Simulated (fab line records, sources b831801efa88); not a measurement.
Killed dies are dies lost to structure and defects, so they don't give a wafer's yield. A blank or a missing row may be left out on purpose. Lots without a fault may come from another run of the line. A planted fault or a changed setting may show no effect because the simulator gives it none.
Which tool did it? | flow sky130 | 6 lots, 18 wafers sampled, at 4 steps of a route of 708

WHAT THE GAUGES READ, wafer by wafer
SKY_VT_ADJUST_HVTP_TW_MEAS_11.
lot  | measured     | on            | VT_ADJUST_HVTP_TW
L272 | day 6 07:40  | film_metro-02 | 1358 1355 1363
L275 | day 6 19:06  | film_metro-02 | 1382 1385 1380
L279 | day 8 00:04  | film_metro-01 | 1393 1388 1391
L286 | day 9 17:50  | film_metro-04 | 1354 1353 1357
L290 | day 10 22:34 | film_metro-04 | 1367 1362 1363
L294 | day 11 21:01 | film_metro-04 | 1355 1357 1356

WHICH TOOL RAN EACH LOT (tool, then ch and the chambers of the sampled wafers, then the start)
lot  | SKY_FIELD_ISO_ETCH_14             | SKY_NWELL_STRIP_25                   | SKY_VT_ADJUST_HVTP_IMPLANT_09
L272 | rie_diel-01 ch 0,2,3, day 2 10:37 | plasma_asher-04 ch 0,1, day 5 12:26  | implanter-04 ch 0, day 6 07:24
L275 | rie_diel-02 ch 0,1,2, day 2 19:44 | plasma_asher-04 ch 0,1, day 6 00:32  | implanter-02 ch 0, day 6 18:51
L279 | rie_diel-01 ch 0,2, day 3 19:55   | plasma_asher-04 ch 0, day 7 03:06    | implanter-02 ch 0, day 7 23:49
L286 | rie_diel-01 ch 0,2,3, day 5 06:08 | plasma_asher-01 ch 0,1, day 8 20:25  | implanter-04 ch 0, day 9 17:37
L290 | rie_diel-01 ch 0,2, day 6 06:37   | plasma_asher-04 ch 0,1, day 9 23:23  | implanter-01 ch 0, day 10 22:20
L294 | rie_diel-01 ch 0,1,3, day 6 23:44 | plasma_asher-03 ch 0,1, day 10 20:05 | implanter-04 ch 0, day 11 20:46
- SKY_FIELD_ISO_ETCH_14: etches BARC in N2/H2, stops on SiO2, time 45.9 s, target depth 60 nm.
- SKY_NWELL_STRIP_25: strips in O2/N2.
- SKY_VT_ADJUST_HVTP_IMPLANT_09

THE ANSWER, worked out from the rows above alone
Rule: what is usual is taken from the lots themselves. Put in order of their means at a reading, lots are off if they are a third of the lots or fewer, leave a main group of 4 or more, and stand apart from it by a gap of 3 or more times the standard deviation of the main group's means; of several such gaps the widest counts. A main group whose means are all the same, to the digits that the tables above print for the reading, isn't used. A lot without any number at a reading at which 4 lots or more have one is off too. The other lots that the step has rows for count as sound.
Off: L275, L279, at SKY_VT_ADJUST_HVTP_TW_MEAS_11 (VT_ADJUST_HVTP_TW). The main group: mean 1358, standard deviation 3.6.
A tool fits if, at a process step before that reading, it ran every lot that is off, and no sound lot after the first of them. The gauges at SKY_VT_ADJUST_HVTP_TW_MEAS_11 are tried like those tools. One fits: implanter-02 at SKY_VT_ADJUST_HVTP_IMPLANT_09. It ran no sound lot before its first lot that is off in this sample, so the start can't be narrowed down.

WHAT THE SIMULATOR HAD PUT IN
Process parameter drift: implanter-02, from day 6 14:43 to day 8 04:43, at SKY_VT_ADJUST_HVTP_IMPLANT_09. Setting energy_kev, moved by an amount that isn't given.
Lots struck among those shown: L275, L279. The rule above found the same.
